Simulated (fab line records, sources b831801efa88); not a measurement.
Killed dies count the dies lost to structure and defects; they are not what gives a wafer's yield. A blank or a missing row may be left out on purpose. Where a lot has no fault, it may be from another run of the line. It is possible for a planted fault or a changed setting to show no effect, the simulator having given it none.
Which tool did it? / flow sky130 / 6 lots with 18 wafers sampled at 2 steps, on a route of 708 steps

WHAT EACH GAUGE READ, for each wafer
SKY_VT_ADJUST_HVTR_TW_MEAS_11.
lot=L556; measured=day 11 02:55; on=film-metro-02; VT_ADJUST_HVTR_TW=212.2 211.4 212.0
lot=L560; measured=day 12 16:28; on=film-metro-04; VT_ADJUST_HVTR_TW=222.2 221.0 221.2
lot=L562; measured=day 13 05:44; on=film-metro-02; VT_ADJUST_HVTR_TW=224.5 223.3 225.0
lot=L567; measured=day 14 15:01; on=film-metro-04; VT_ADJUST_HVTR_TW=207.3 208.3 207.2
lot=L570; measured=day 15 11:44; on=film-metro-01; VT_ADJUST_HVTR_TW=210.1 210.3 209.8
lot=L573; measured=day 16 13:35; on=film-metro-04; VT_ADJUST_HVTR_TW=209.1 209.8 209.1

WHICH TOOL RAN EACH LOT (tool, then ch and the chambers of the sampled wafers, then the start)
lot=L556; SKY_VT_ADJUST_HVTR_IMPLANT_09=implanter-03 ch 0, day 11 02:40
lot=L560; SKY_VT_ADJUST_HVTR_IMPLANT_09=implanter-03 ch 0, day 12 16:14
lot=L562; SKY_VT_ADJUST_HVTR_IMPLANT_09=implanter-03 ch 0, day 13 05:29
lot=L567; SKY_VT_ADJUST_HVTR_IMPLANT_09=implanter-04 ch 0, day 14 14:46
lot=L570; SKY_VT_ADJUST_HVTR_IMPLANT_09=implanter-03 ch 0, day 15 11:31
lot=L573; SKY_VT_ADJUST_HVTR_IMPLANT_09=implanter-03 ch 0, day 16 13:20
- SKY_VT_ADJUST_HVTR_IMPLANT_09

THE ANSWER, worked out from the rows above alone
Rule: usual is defined by the lots themselves. Put in order of their means at a reading, lots are off if they are a third of the lots or fewer, leave a main group of 4 or more, and stand apart from it by a gap of 3 or more times the standard deviation of the main group's means; of several such gaps the widest counts. The tables above print the reading to a certain number of digits; a main group whose means all agree to those digits is not used. Also off: a lot with no number at a reading for which 4 or more lots have one. All remaining lots with rows at the step are treated as sound.
Off: at SKY_VT_ADJUST_HVTR_TW_MEAS_11 (VT_ADJUST_HVTR_TW), L560, L562. Main group: mean 209.7, sd 1.5.
If a tool, at a process step before that reading, ran all the lots that are off and no sound lot after the first of them, it fits. Those tools and the gauges at SKY_VT_ADJUST_HVTR_TW_MEAS_11 are tried in the same way. Not one of the candidates tried fits.

WHAT HAD BEEN PUT IN BY THE SIMULATOR
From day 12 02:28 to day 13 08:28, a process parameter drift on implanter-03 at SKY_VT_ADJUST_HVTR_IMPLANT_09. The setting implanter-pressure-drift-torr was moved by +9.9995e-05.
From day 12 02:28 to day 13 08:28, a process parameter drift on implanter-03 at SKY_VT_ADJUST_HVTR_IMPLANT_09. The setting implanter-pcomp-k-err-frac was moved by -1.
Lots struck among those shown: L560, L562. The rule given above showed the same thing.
